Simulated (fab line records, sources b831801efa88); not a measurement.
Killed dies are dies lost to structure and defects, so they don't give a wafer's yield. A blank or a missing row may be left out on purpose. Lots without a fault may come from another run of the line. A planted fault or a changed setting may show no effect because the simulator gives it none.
Which tool did it? | flow sky130 | 11 lots, 33 wafers sampled, at 5 steps of a route of 708

WHAT THE GAUGES READ, wafer by wafer
SKY_POLY_GATE_THK_MEAS_01. Usual: POLY_GATE_CVD_00_THK 180.0 nm, standard deviation 2.
lot  | measured     | on            | POLY_GATE_CVD_00_THK (nm) | flag
L994 | day 14 00:34 | film_metro-04 | 183.1 182.0 183.6         |
L996 | day 14 12:22 | film_metro-03 | 178.7 180.2 180.6         |
L998 | day 15 03:23 | film_metro-01 | 183.0 181.2 180.5         |
L101 | day 16 17:16 | film_metro-04 | 179.4 177.9 178.2         |
L105 | day 17 21:59 | film_metro-04 | 180.8 180.6 180.0         |
L108 | day 19 03:55 | film_metro-03 | 182.2 182.5 183.3         |
L110 | day 19 14:04 | film_metro-03 | 182.8 180.4 181.6         |
L111 | day 20 07:48 | film_metro-01 | 183.0 183.8 184.6         |
L113 | day 20 23:54 | film_metro-03 | 175.7 176.5 176.0         |
L114 | day 21 05:52 | film_metro-03 | 179.9 180.2 180.2         |
L115 | day 21 07:05 | film_metro-03 | 180.6 180.0 178.6         |

SKY_CAPM_THK_MEAS_01. Usual: CAPM_CVD_00_THK 15.46 nm, standard deviation 0.22.
lot  | measured     | on            | CAPM_CVD_00_THK (nm) | flag
L994 | day 36 10:52 | film_metro-04 | 15.66 15.49 15.37    |
L996 | day 36 22:23 | film_metro-04 | 15.18 15.58 15.65    |
L998 | day 37 16:45 | film_metro-04 | 15.44 15.67 15.51    |
L101 | day 39 02:11 | film_metro-03 | 15.59 15.54 15.54    |
L105 | day 39 21:33 | film_metro-02 | 14.88 15.14 26.88    | OFF
L108 | day 40 22:52 | film_metro-02 | 15.52 15.49 15.72    |
L110 | day 41 08:29 | film_metro-04 | 15.61 15.75 15.63    |
L111 | day 42 00:52 | film_metro-02 | 15.04 15.15 15.12    |
L113 | day 42 08:58 | film_metro-04 | 15.62 15.59 15.55    |
L114 | day 42 13:35 | film_metro-02 | 15.44 15.39 15.87    |
L115 | day 42 17:30 | film_metro-04 | 15.40 15.57 15.46    |

WHICH TOOL RAN EACH LOT (tool, then ch and the chambers of the sampled wafers, then the start)
lot  | SKY_GATE_OXIDE_STRIP_13              | SKY_METAL1_SPUTTER_01        | SKY_CAPM_CVD_00
L994 | plasma_asher-01 ch 0,1, day 13 20:29 | pvd_sputter-02, day 31 17:31 | pecvd-01 ch 0,1,2, day 36 10:49
L996 | plasma_asher-02 ch 0,1, day 14 09:22 | pvd_sputter-03, day 32 06:36 | pecvd-02 ch 0,2, day 36 22:22
L998 | plasma_asher-01 ch 0,1, day 14 23:38 | pvd_sputter-03, day 32 23:44 | pecvd-03 ch 0,1,2, day 37 16:43
L101 | plasma_asher-01 ch 0,1, day 16 14:02 | pvd_sputter-02, day 34 10:02 | pecvd-03 ch 0,1,2, day 39 02:08
L105 | plasma_asher-03 ch 0,1, day 17 18:46 | pvd_sputter-04, day 35 08:25 | pecvd-01 ch 0,1, day 39 21:31
L108 | plasma_asher-03 ch 0,1, day 18 23:37 | pvd_sputter-02, day 36 10:22 | pecvd-02 ch 1,2, day 40 22:50
L110 | plasma_asher-01 ch 0,1, day 19 11:07 | pvd_sputter-04, day 36 21:07 | pecvd-02 ch 1,2, day 41 08:27
L111 | plasma_asher-01 ch 0,1, day 20 04:51 | pvd_sputter-04, day 37 15:38 | pecvd-03 ch 0,1,2, day 42 00:51
L113 | plasma_asher-01 ch 1, day 20 19:37   | pvd_sputter-02, day 37 22:52 | pecvd-02 ch 0,1,2, day 42 08:57
L114 | plasma_asher-02 ch 0,1, day 21 02:19 | pvd_sputter-04, day 38 04:35 | pecvd-02 ch 0,1, day 42 13:33
L115 | plasma_asher-01 ch 0,1, day 21 03:35 | pvd_sputter-02, day 38 09:01 | pecvd-03 ch 0,1,2, day 42 17:28
- SKY_GATE_OXIDE_STRIP_13: strips in O2/N2.
- SKY_METAL1_SPUTTER_01: material TiN, target thk 20 nm, time 16.7 s.
- SKY_CAPM_CVD_00: deposits SiO2, target thk 15.5 nm.

WHAT THE TOOLS THEMSELVES READ (means of the sampled wafers that have a number; where no wafer has one, the mark that the record gives instead)
SKY_GATE_OXIDE_STRIP_13. Usual: drypump_motor_current_A 5.4 A, standard deviation 0.37; oes_product_au 0.716 a.u., standard deviation 0.0047; strip_time_to_endpoint_s 14.17 s, standard deviation 0.048.
lot  | tool            | drypump_motor_current_A (A) | oes_product_au (a.u.) | strip_time_to_endpoint_s (s) | flag
L994 | plasma_asher-01 | 5.5                         | 0.712                 | 14.09                        |
L996 | plasma_asher-02 | 5.4                         | 0.718                 | 14.18                        |
L998 | plasma_asher-01 | 5.5                         | 0.713                 | 14.22                        |
L101 | plasma_asher-01 | 5.5                         | 0.720                 | 14.17                        |
L105 | plasma_asher-03 | 5.6                         | 0.722                 | 14.21                        |
L108 | plasma_asher-03 | 5.6                         | 0.716                 | 14.21                        |
L110 | plasma_asher-01 | 5.5                         | 0.715                 | 14.21                        |
L111 | plasma_asher-01 | 5.5                         | 0.716                 | 14.19                        |
L113 | plasma_asher-01 | 5.5                         | 0.718                 | 14.16                        |
L114 | plasma_asher-02 | 5.4                         | 0.717                 | 14.18                        |
L115 | plasma_asher-01 | 5.6                         | 0.721                 | 14.14                        |

SKY_METAL1_SPUTTER_01. Usual: throttle_valve_pct 30.2 %, standard deviation 0.89.
lot  | tool           | throttle_valve_pct (%) | flag
L994 | pvd_sputter-02 | 29.7                   |
L996 | pvd_sputter-03 | 30.1                   |
L998 | pvd_sputter-03 | 30.8                   |
L101 | pvd_sputter-02 | 29.8                   |
L105 | pvd_sputter-04 | 30.5                   |
L108 | pvd_sputter-02 | 29.3                   |
L110 | pvd_sputter-04 | 30.0                   |
L111 | pvd_sputter-04 | 30.4                   |
L113 | pvd_sputter-02 | 29.5                   |
L114 | pvd_sputter-04 | 30.3                   |
L115 | pvd_sputter-02 | 30.2                   |

SKY_CAPM_CVD_00. Usual: heater_power_w 737 W, standard deviation 90.
lot  | tool     | heater_power_w (W) | flag
L994 | pecvd-01 | 787                |
L996 | pecvd-02 | 687                |
L998 | pecvd-03 | 806                |
L101 | pecvd-03 | 750                |
L105 | pecvd-01 | 713                |
L108 | pecvd-02 | 851                |
L110 | pecvd-02 | 788                |
L111 | pecvd-03 | 754                |
L113 | pecvd-02 | 721                |
L114 | pecvd-02 | 689                |
L115 | pecvd-03 | 739                |

THE ANSWER, worked out from the rows above alone
Rule: a lot is off if the mean of its wafers that have a number lies more than 3 standard deviations from the usual mean. A lot without any number at a reading at which 4 lots or more have one is off too. The other lots that the step has rows for count as sound. The gauges are gone through in route order, then the tools' own readings, and for those a lot's mean is taken as printed above. The first step at which some lot is off is used, and at that step the reading that is off furthest; a lot without a number counts as furthest.
Off: L105, at SKY_CAPM_THK_MEAS_01 (CAPM_CVD_00_THK).
A tool fits if, at a process step before that reading, it ran every lot that is off, and no sound lot after the first of them. The gauges at SKY_CAPM_THK_MEAS_01 are tried like those tools. One fits: pecvd-01 at SKY_CAPM_CVD_00. Its last sound lot is L994 (day 36 10:49), its first lot that is off L105 (day 39 21:31): a fault that began between those two fits.

WHAT THE SIMULATOR HAD PUT IN
Process parameter drift: pecvd-01, from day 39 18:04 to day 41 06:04, at SKY_CAPM_CVD_00. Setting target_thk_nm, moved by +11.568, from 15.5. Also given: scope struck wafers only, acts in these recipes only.
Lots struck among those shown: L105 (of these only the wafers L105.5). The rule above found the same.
